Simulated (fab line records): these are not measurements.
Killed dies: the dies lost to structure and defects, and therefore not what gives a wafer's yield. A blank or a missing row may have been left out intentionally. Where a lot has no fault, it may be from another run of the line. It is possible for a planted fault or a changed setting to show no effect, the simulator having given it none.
fab line records    flow gf180mcu
record lots=12  wafers=36  lastDay=34
route steps=602 shown STI@1 LVPWELL@63 HV_LDD@186 SAB@273
lots that met no fault: taken from a fault-free run of the same line
startH: hours from the record's first day to the start of the lot's first wafer shown    waitH: hours since the lot's step before    " as in the row above    L1.1+2: several wafers, shown together as one row    - no value present, or no start provided    * or withheld: withheld    < > ~ a bound
route shown NAME@n: a module of which the file shows steps, and the number in the route of the first    usual: mean and standard deviation over wafers with no fault    same: alike in all rows    chamber/n: place in a boat    sites: readings site by site    _std_site: standard deviation of those values    _edge_site: mean of outer sites minus mean of inner sites    radiusMm: for every site, how far away it sits from the centre of the wafer    mask NAME#n: copy n    behind: the last tool/chamber to shape the wafer    hold: reason for holding the lot/hours on hold/outcome of the hold    device: the transistor (n, p or np) that didn't switch    end of line: tests run on the same wafers once the route is complete    a step with no rows: only its recipe    killed: not the wafer's yield, but the dies lost to structure and defects at the first sort    map: the dies of a wafer, with x for killed, . for not killed, _ for no die there
set.NAME: the run value of the setting; set.NAME@STEP: its run value at that earlier step    model.NAME: the simulator's own value behind a step, which no gauge read
steps of the route over a sample of lots; a table a step, a row a wafer
services: from which hour (startH, from the record's first day; less than 0 if before it) a tool's chamber was out of use, for how many hours, and why
## steps
# step GF_STI_BOW_MEAS_00
# recipe mode=bow
# usual INCOMING_BOW=0/6.8
lot.wafer  tool          chamber  startH  waitH  INCOMING_BOW[um]
L237.2     filmMetro-04  -        10.02   -      2
L237.4     "             -        "       "      15
L237.5     "             -        "       "      1
L238.3     filmMetro-04  -        15.04   -      0
L238.4     "             -        "       "      5
L238.5     "             -        "       "      -2
L239.2     filmMetro-01  -        20.02   -      5
L239.4     "             -        "       "      -1
L239.6     "             -        "       "      -7
L241.1     filmMetro-02  -        30.00   -      -2
L241.3     "             -        "       "      -1
L241.6     "             -        "       "      -14
L242.2     filmMetro-01  -        35.02   -      10
L242.3     "             -        "       "      -1
L242.5     "             -        "       "      -7
L244.1     filmMetro-04  -        45.00   -      0
L244.3     "             -        "       "      0
L244.4     "             -        "       "      3
L249.1     filmMetro-02  -        70.00   -      6
L249.2     "             -        "       "      -13
L249.4     "             -        "       "      -3
L254.2     filmMetro-02  -        95.02   -      0
L254.3     "             -        "       "      -7
L254.6     "             -        "       "      11
L256.3     filmMetro-01  -        105.04  -      19
L256.5     "             -        "       "      -15
L256.6     "             -        "       "      -14
L258.3     filmMetro-01  -        115.04  -      11
L258.4     "             -        "       "      -4
L258.5     "             -        "       "      -2
L259.1     filmMetro-02  -        120.00  -      0
L259.2     "             -        "       "      -8
L259.4     "             -        "       "      -14
L260.1     filmMetro-04  -        125.00  -      -8
L260.2     "             -        "       "      7
L260.4     "             -        "       "      4
# step GF_LVPWELL_IMPLANT_09
# recipe species=B  energyKev=60  doseCm2=5e+12  tiltDeg=0
# usual doseIonsCm2=4.999e+12/4.9e+09  faradayCurrentUA=28.2/0.51
lot.wafer  tool          chamber  startH  waitH  doseIonsCm2  faradayCurrentUA
L237.2     implanter-02  0        71.39   0.1    5.002e+12    28.2
L237.4     "             0        "       "      4.992e+12    27.7
L237.5     "             0        "       "      5.002e+12    28.1
L238.3     implanter-02  0        75.76   0.1    4.996e+12    27.5
L238.4     "             0        "       "      5e+12        27.7
L238.5     "             0        "       "      4.997e+12    28.6
L239.2     implanter-02  0        80.29   0.1    5.006e+12    27.9
L239.4     "             0        "       "      5.005e+12    27.1
L239.6     "             0        "       "      4.994e+12    28.9
L241.1     implanter-03  0        90.31   0.1    5.002e+12    28.6
L241.3     "             0        "       "      5.001e+12    29.0
L241.6     "             0        "       "      4.994e+12    27.6
L242.2     implanter-04  0        94.78   0.1    4.996e+12    29.0
L242.3     "             0        "       "      5.001e+12    28.2
L242.5     "             0        "       "      4.994e+12    27.9
L244.1     implanter-03  0        106.86  0.1    4.998e+12    28.5
L244.3     "             0        "       "      4.998e+12    28.0
L244.4     "             0        "       "      4.997e+12    28.5
L249.1     implanter-02  0        134.31  0.1    5.005e+12    28.3
L249.2     "             0        "       "      5.003e+12    28.4
L249.4     "             0        "       "      5.006e+12    29.0
L254.2     implanter-02  0        162.39  0.1    5.03e+11     2.8
L254.3     "             0        "       "      5e+11        2.9
L254.6     "             0        "       "      4.98e+11     2.8
L256.3     implanter-02  0        176.66  0.1    4.93e+11     2.9
L256.5     "             0        "       "      4.88e+11     2.7
L256.6     "             0        "       "      4.97e+11     2.8
L258.3     implanter-03  0        188.51  0.1    4.997e+12    28.6
L258.4     "             0        "       "      4.998e+12    28.4
L258.5     "             0        "       "      4.998e+12    28.0
L259.1     implanter-04  0        193.01  0.1    5.009e+12    27.9
L259.2     "             0        "       "      5.01e+12     28.5
L259.4     "             0        "       "      4.998e+12    27.4
L260.1     implanter-03  0        199.51  0.1    5.009e+12    28.6
L260.2     "             0        "       "      4.998e+12    28.7
L260.4     "             0        "       "      5.006e+12    28.8
# step GF_LVPWELL_TW_MEAS_11
# usual LVPWELL_TW=556.4/2.5
lot.wafer  tool          chamber  startH  waitH  LVPWELL_TW
L237.2     filmMetro-03  -        71.62   0.1    558.3
L237.4     "             -        "       "      553.7
L237.5     "             -        "       "      556.5
L238.3     filmMetro-03  -        75.98   0.1    560.0
L238.4     "             -        "       "      555.6
L238.5     "             -        "       "      556.4
L239.2     filmMetro-01  -        80.52   0.1    561.4
L239.4     "             -        "       "      558.8
L239.6     "             -        "       "      560.9
L241.1     filmMetro-01  -        90.56   0.1    561.2
L241.3     "             -        "       "      558.6
L241.6     "             -        "       "      558.7
L242.2     filmMetro-03  -        95.02   0.1    559.8
L242.3     "             -        "       "      558.4
L242.5     "             -        "       "      558.0
L244.1     filmMetro-01  -        107.11  0.1    559.4
L244.3     "             -        "       "      556.8
L244.4     "             -        "       "      557.9
L249.1     filmMetro-04  -        134.56  0.1    555.1
L249.2     "             -        "       "      551.7
L249.4     "             -        "       "      554.7
L254.2     filmMetro-01  -        162.62  0.1    529.1
L254.3     "             -        "       "      526.3
L254.6     "             -        "       "      526.4
L256.3     filmMetro-03  -        176.88  0.1    522.6
L256.5     "             -        "       "      523.6
L256.6     "             -        "       "      523.8
L258.3     filmMetro-01  -        188.73  0.1    557.1
L258.4     "             -        "       "      555.5
L258.5     "             -        "       "      554.0
L259.1     filmMetro-04  -        193.26  0.1    556.6
L259.2     "             -        "       "      557.4
L259.4     "             -        "       "      554.0
L260.1     filmMetro-04  -        199.76  0.1    557.0
L260.2     "             -        "       "      558.5
L260.4     "             -        "       "      558.1
# step GF_VT_IMPLANT_RS_MEAS_48
# recipe thkMeasGauge=four-point-probe
# usual LVPWELL_RS=1198/3.2
lot.wafer  tool          chamber  startH  waitH  LVPWELL_RS[ohm/sq]
L237.2     filmMetro-01  -        159.53  0.1    1197
L237.4     "             -        "       "      1197
L237.5     "             -        "       "      1196
L238.3     filmMetro-03  -        166.20  0.1    1196
L238.4     "             -        "       "      1201
L238.5     "             -        "       "      1195
L239.2     filmMetro-04  -        169.63  0.1    1198
L239.4     "             -        "       "      1196
L239.6     "             -        "       "      1199
L241.1     filmMetro-04  -        184.06  0.1    1194
L241.3     "             -        "       "      1194
L241.6     "             -        "       "      1194
L242.2     filmMetro-04  -        186.80  0.1    1198
L242.3     "             -        "       "      1195
L242.5     "             -        "       "      1199
L244.1     filmMetro-04  -        203.75  0.1    1194
L244.3     "             -        "       "      1197
L244.4     "             -        "       "      1195
L249.1     filmMetro-01  -        234.76  0.1    1196
L249.2     "             -        "       "      1199
L249.4     "             -        "       "      1199
L254.2     filmMetro-01  -        265.68  0.1    1480
L254.3     "             -        "       "      1490
L254.6     "             -        "       "      1481
L256.3     filmMetro-04  -        282.35  0.1    1489
L256.5     "             -        "       "      1488
L256.6     "             -        "       "      1487
L258.3     filmMetro-01  -        294.89  0.1    1198
L258.4     "             -        "       "      1199
L258.5     "             -        "       "      1198
L259.1     filmMetro-03  -        301.56  0.1    1199
L259.2     "             -        "       "      1198
L259.4     "             -        "       "      1201
L260.1     filmMetro-04  -        311.49  0.1    1193
L260.2     "             -        "       "      1194
L260.4     "             -        "       "      1195
# step GF_HV_LDD_STRIP_10
# recipe chemistry=O2/N2  powerW=1400  pressureMtorr=1500  platenTempC=250  o2FlowSccm=3000  n2FlowSccm=300  overashFraction=0.5
# usual drypumpMotorCurrentA=5.5/0.38  heaterPowerW=349/54  oesProductAu=0.715/0.005  stripTimeToEndpointS=12.64/0.037
lot.wafer  tool            chamber  startH  waitH  drypumpMotorCurrentA  heaterPowerW  oesProductAu  rfHoursCounterH  stripTimeToEndpointS
L237.2     plasmaAsher-01  1        219.67  0.1    6.0                   300           0.717         59               12.62
L237.4     "               0        "       "      5.9                   354           0.706         -                12.60
L237.5     "               1        "       "      6.0                   298           0.716         -                12.64
L238.3     plasmaAsher-03  1        233.26  0.1    5.4                   332           0.719         -                12.66
L238.4     "               0        "       "      5.0                   444           0.718         -                12.63
L238.5     "               1        "       "      5.4                   327           0.720         -                12.69
L239.2     plasmaAsher-01  1        233.38  0.1    6.1                   298           0.712         60               12.62
L239.4     "               1        "       "      6.1                   296           0.715         -                12.64
L239.6     "               1        "       "      6.1                   297           0.715         -                12.66
L241.1     plasmaAsher-03  0        248.22  0.1    5.0                   437           0.717         13               12.63
L241.3     "               0        "       "      5.1                   426           0.714         -                12.62
L241.6     "               1        "       "      5.3                   326           0.720         -                12.64
L242.2     plasmaAsher-03  1        256.58  0.1    5.4                   326           0.712         14               12.66
L242.3     "               0        "       "      5.0                   449           0.716         -                12.68
L242.5     "               0        "       "      5.0                   436           0.712         -                12.66
L244.1     plasmaAsher-03  1        274.03  0.1    5.4                   331           0.722         15               12.67
L244.3     "               0        "       "      5.0                   422           0.710         -                12.67
L244.4     "               1        "       "      5.3                   330           0.720         -                12.70
L249.1     plasmaAsher-02  1        303.02  0.1    5.8                   334           0.711         67               12.65
L249.2     "               0        "       "      5.7                   282           0.719         67               12.63
L249.4     "               1        "       "      5.8                   337           0.714         -                12.69
L254.2     plasmaAsher-03  0        333.73  0.1    5.0                   435           0.723         23               12.65
L254.3     "               0        "       "      5.0                   429           0.714         -                12.62
L254.6     "               0        "       "      5.0                   426           0.724         -                12.65
L256.3     plasmaAsher-02  0        351.81  0.1    5.7                   280           0.709         -                12.63
L256.5     "               1        "       "      5.7                   340           0.714         -                12.66
L256.6     "               0        "       "      5.6                   277           0.716         -                12.63
L258.3     plasmaAsher-03  1        365.96  0.1    5.4                   322           0.720         -                12.58
L258.4     "               0        "       "      5.1                   433           0.718         -                12.57
L258.5     "               0        "       "      5.0                   436           0.713         -                12.58
L259.1     plasmaAsher-01  1        375.72  0.1    6.1                   298           0.718         72               12.63
L259.2     "               0        "       "      5.9                   340           0.723         72               12.64
L259.4     "               1        "       "      6.0                   303           0.714         -                12.62
L260.1     plasmaAsher-01  1        386.67  0.1    6.0                   296           0.715         74               12.68
L260.2     "               0        "       "      5.9                   339           0.706         74               12.66
L260.4     "               0        "       "      5.9                   350           0.730         -                12.67
# step GF_SAB_CD_MEAS_09
# recipe targetCdNm=420
# usual cdNm=420.2/2.4
lot.wafer  tool      chamber  startH  waitH  cdNm
L237.2     cdSem-01  -        340.94  0.1    424.3
L237.4     "         -        "       "      422.7
L237.5     "         -        "       "      424.4
L238.3     cdSem-01  -        357.65  0.1    414.6
L238.4     "         -        "       "      413.1
L238.5     "         -        "       "      414.9
L239.2     cdSem-02  -        357.93  0.1    418.8
L239.4     "         -        "       "      419.4
L239.6     "         -        "       "      417.7
L241.1     cdSem-01  -        375.72  0.1    419.2
L241.3     "         -        "       "      419.4
L241.6     "         -        "       "      417.9
L242.2     cdSem-01  -        385.48  0.1    421.8
L242.3     "         -        "       "      420.4
L242.5     "         -        "       "      422.5
L244.1     cdSem-02  -        408.62  0.1    419.3
L244.3     "         -        "       "      423.2
L244.4     "         -        "       "      419.5
L249.1     cdSem-02  -        440.56  0.1    423.5
L249.2     "         -        "       "      423.2
L249.4     "         -        "       "      420.9
L254.2     cdSem-01  -        478.44  0.1    421.2
L254.3     "         -        "       "      417.8
L254.6     "         -        "       "      419.2
L256.3     cdSem-01  -        496.05  0.1    419.3
L256.5     "         -        "       "      420.6
L256.6     "         -        "       "      420.1
L258.3     cdSem-01  -        511.76  0.1    425.5
L258.4     "         -        "       "      425.4
L258.5     "         -        "       "      425.1
L259.1     cdSem-02  -        521.12  0.1    418.6
L259.2     "         -        "       "      417.7
L259.4     "         -        "       "      418.9
L260.1     cdSem-02  -        533.32  0.1    416.8
L260.2     "         -        "       "      416.8
L260.4     "         -        "       "      418.5
## services
tool            chamber  startH  hours  kind
plasmaAsher-03  -        73.00   2.8    pm
implanter-03    -        73.34   2.4    repair
plasmaAsher-02  -        80.00   2.8    pm
plasmaAsher-03  -        108.75  9.0    pm
plasmaAsher-03  0        108.75  9.0    ventCycle
plasmaAsher-03  1        108.75  9.0    ventCycle
implanter-03    -        132.23  3.5    repair
implanter-04    -        140.13  2.1    repair
implanter-03    -        144.41  2.6    repair
plasmaAsher-01  -        153.74  2.8    pm
implanter-03    -        190.18  1.7    repair
implanter-02    -        201.56  7.7    pm
plasmaAsher-03  -        207.45  6.0    repair
implanter-03    -        211.08  114.6  pm
implanter-04    -        232.58  1.9    pm
plasmaAsher-02  -        239.30  5.8    repair
plasmaAsher-01  -        294.66  1.0    repair
plasmaAsher-01  -        302.50  28.1   pm
implanter-03    -        325.70  2.3    pm
implanter-03    -        326.95  4.0    repair
implanter-03    -        349.52  1.5    repair
plasmaAsher-03  -        357.01  4.4    repair
plasmaAsher-01  -        364.35  3.7    repair
implanter-02    -        386.65  4.6    pm
## key
firstSign step=GF_LVPWELL_IMPLANT_09  reading=doseIonsCm2  direction=down  sigmas=99+  usual=4.999e+12  struck=4.96e+11
effect step=GF_LVPWELL_IMPLANT_09  reading=faradayCurrentUA  direction=down  sigmas=50  usual=28.2  struck=2.8
effect step=GF_LVPWELL_TW_MEAS_11  reading=LVPWELL_TW  direction=down  sigmas=13  usual=556.4  struck=525.3
effect step=GF_VT_IMPLANT_RS_MEAS_48  reading=LVPWELL_RS  direction=up  sigmas=89  usual=1198  struck=1486
metAt GF_LVPWELL_IMPLANT_09
struckLots L254,L256
testerLeftOut L254,L256
notActingAt GF_STI_BOW_MEAS_00,GF_HV_LDD_STRIP_10,GF_SAB_CD_MEAS_09
onsetBetween 134.31 162.39
fault kind=processParameterDrift  tool=implanter-02  chamber=-  onsetH=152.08  steps=GF_LVPWELL_IMPLANT_09  channel=doseCm2  offset=-4.5e+12  shape=step  endH=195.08  actsIn=theseRecipesOnly  stated=5e+12
# testerLeftOut: of these lots the tester's yield and bins aren't shown, on N5 and GAA mostly nor the transistor test; their killed dies are dies lost to structure and defects alone, not to doping, threshold or leakage, so they don't give the yield
